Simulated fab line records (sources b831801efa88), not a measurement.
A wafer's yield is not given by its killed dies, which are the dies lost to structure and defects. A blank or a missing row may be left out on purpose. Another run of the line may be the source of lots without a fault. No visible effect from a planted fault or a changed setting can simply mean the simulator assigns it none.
What tool caused it? / flow sky130 / Sampling: 6 lots, 18 wafers, 4 of 708 route steps

## WHAT EACH GAUGE READ, for each wafer
SKY_PAD_OPEN_BOW_MEAS_13.
lot=L923; measured=day 46 08:30; on=film_metro-03; PAD_OPEN_BOW (um)=50 49 44
lot=L925; measured=day 46 17:13; on=film_metro-01; PAD_OPEN_BOW (um)=48 57 57
lot=L930; measured=day 48 01:54; on=film_metro-04; PAD_OPEN_BOW (um)=43 43 41
lot=L932; measured=day 48 11:50; on=film_metro-01; PAD_OPEN_BOW (um)=55 47 41
lot=L935; measured=day 49 20:22; on=film_metro-04; PAD_OPEN_BOW (um)=46 51 40
lot=L945; measured=day 51 01:20; on=film_metro-04; PAD_OPEN_BOW (um)=50 45 51

## WHICH TOOL RAN EACH LOT (tool, then ch and the chambers of the sampled wafers, then the start)
lot=L923; SKY_METAL2_ETCH_18=rie_metal-01 ch 0,1, day 35 22:14; SKY_METAL5_SPUTTER_03=pvd_sputter-04, day 43 11:56; SKY_METAL5_METAL_ETCH_15=rie_metal-03 ch 0, day 44 09:55
lot=L925; SKY_METAL2_ETCH_18=rie_metal-04 ch 0,1, day 36 11:37; SKY_METAL5_SPUTTER_03=pvd_sputter-02, day 43 21:22; SKY_METAL5_METAL_ETCH_15=rie_metal-04 ch 0,1, day 44 19:13
lot=L930; SKY_METAL2_ETCH_18=rie_metal-02 ch 0,1, day 37 23:28; SKY_METAL5_SPUTTER_03=pvd_sputter-02, day 45 10:17; SKY_METAL5_METAL_ETCH_15=rie_metal-04 ch 0,1, day 46 07:13
lot=L932; SKY_METAL2_ETCH_18=rie_metal-01 ch 0,1, day 38 15:43; SKY_METAL5_SPUTTER_03=pvd_sputter-01, day 45 20:26; SKY_METAL5_METAL_ETCH_15=rie_metal-02 ch 0,1, day 46 16:46
lot=L935; SKY_METAL2_ETCH_18=rie_metal-01 ch 1, day 40 06:40; SKY_METAL5_SPUTTER_03=pvd_sputter-01, day 47 08:55; SKY_METAL5_METAL_ETCH_15=rie_metal-02 ch 0,1, day 48 04:31
lot=L945; SKY_METAL2_ETCH_18=rie_metal-01 ch 1, day 42 04:41; SKY_METAL5_SPUTTER_03=pvd_sputter-04, day 48 19:19; SKY_METAL5_METAL_ETCH_15=rie_metal-03 ch 1, day 49 13:05
- SKY_METAL2_ETCH_18: etches BARC in N2/H2, stops on SiO2, time 45.9 s, target depth 60 nm.
- SKY_METAL5_SPUTTER_03: material Ti, target thk 5 nm, time 3.3 s.
- SKY_METAL5_METAL_ETCH_15: etches the open film in Cl2/BCl3, stops on SiO2, target depth 1260 nm, time 252 s.

## THE ANSWER, worked out from the rows above alone
Rule: usual is defined by the lots themselves. Put in order of their means at a reading, lots are off if they are a third of the lots or fewer, leave a main group of 4 or more, and stand apart from it by a gap of 3 or more times the standard deviation of the main group's means; of several such gaps the widest counts. A main group whose means are all the same, to the digits that the tables above print for the reading, isn't used. A lot without any number at a reading at which 4 lots or more have one is off too. Where the step has rows for the other lots, those lots are counted as sound.
No lot is off at any reading shown: from this, nothing can be told.

## WHAT HAD BEEN PUT IN BY THE SIMULATOR
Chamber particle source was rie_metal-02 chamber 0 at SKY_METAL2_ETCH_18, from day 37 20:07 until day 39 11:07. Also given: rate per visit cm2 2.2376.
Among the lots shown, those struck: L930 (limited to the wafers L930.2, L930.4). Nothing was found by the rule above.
